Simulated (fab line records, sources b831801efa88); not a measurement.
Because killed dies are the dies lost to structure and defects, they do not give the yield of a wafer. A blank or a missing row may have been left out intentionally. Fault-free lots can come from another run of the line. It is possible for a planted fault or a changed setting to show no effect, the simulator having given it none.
2 desks looking at one fault / flow gf180mcu / numbers are kept per desk, each desk with only its own; the story behind them comes last

## FROM THE METROLOGY DESK
What the gauges read for every lot (on any tool): the sampled wafers with a number, averaged. If a lot's mean is further than 4 standard deviations from the usual mean, the lot is out of limits and carries the mark OUT (the distance appears in the brackets).
Columns: A = V1_W_RS at GF_V1_RS_MEAS_24, usual 0.326 ohm/sq; B = V1_W_THK at GF_V1_THK_MEAS_25, usual 357 nm; C = M2_ALCU_THK at GF_M2_THK_MEAS_06, usual 451 nm
lot=L941; first seen here=day 18 18:47; A=0.327; B=357; C=448
lot=L942; first seen here=day 19 00:40; A=0.327; B=350; C=452
lot=L943; first seen here=day 19 22:35; A=0.324; B=357; C=447
lot=L944; first seen here=day 20 02:35; A=0.323; B=361; C=448
lot=L947; first seen here=day 20 23:59; A=0.327; B=353; C=455
lot=L953; first seen here=day 23 07:23; A=0.269 (-19) OUT; B=456 (+20) OUT; C=456
lot=L958; first seen here=day 24 21:14; A=0.329; B=356; C=451
lot=L962; first seen here=day 26 03:50; A=0.331; B=351; C=451
lot=L963; first seen here=day 26 08:05; A=0.329; B=353; C=448
lot=L964; first seen here=day 26 11:56; A=0.324; B=366; C=457
This desk reports L953 out of limits; the earliest was L953 at day 23 07:23 (V1_W_RS at GF_V1_RS_MEAS_24). L941, L942, L943, L944, L947, L958, L962, L963, L964 stayed within limits.

## TOOL OWNER'S DESK, cvd w-01
The tool's own readings at GF_V1_CVD_23 (deposits W, target thk 350 nm, time 105.05 s): means of the sampled wafers that have a number, for each lot that ran on this tool. If a lot's mean is further than 4 standard deviations from the usual mean, the lot is out of limits and carries the mark OUT (the distance appears in the brackets).
Columns: A = heater power w at GF_V1_CVD_23, usual 860 W
lot=L941; first seen here=day 18 18:39; A=829
lot=L944; first seen here=day 20 02:28; A=808
lot=L947; first seen here=day 20 23:50; A=841
lot=L953; first seen here=day 23 07:15; A=814
lot=L964; first seen here=day 26 11:49; A=836
Result from this desk: across the 5 lots, nothing is out of limits.

## PUT TOGETHER
Metrology desk: alarm possible at day 23 07:23 on L953.
Nothing out of limits was seen by the tool owner's desk.
On record at the tool owner's desk: L953, within its limits.
The lots listed all ran GF_V1_CVD_23 on cvd w-01.

## WHAT HAD BEEN PUT IN BY THE SIMULATOR
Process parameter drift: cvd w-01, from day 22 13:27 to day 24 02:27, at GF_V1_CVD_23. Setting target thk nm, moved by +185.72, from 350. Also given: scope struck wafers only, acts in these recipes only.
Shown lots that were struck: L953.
Time in hours between the start of the fault and the first out-of-limits reading at each desk: metrology desk, 18.
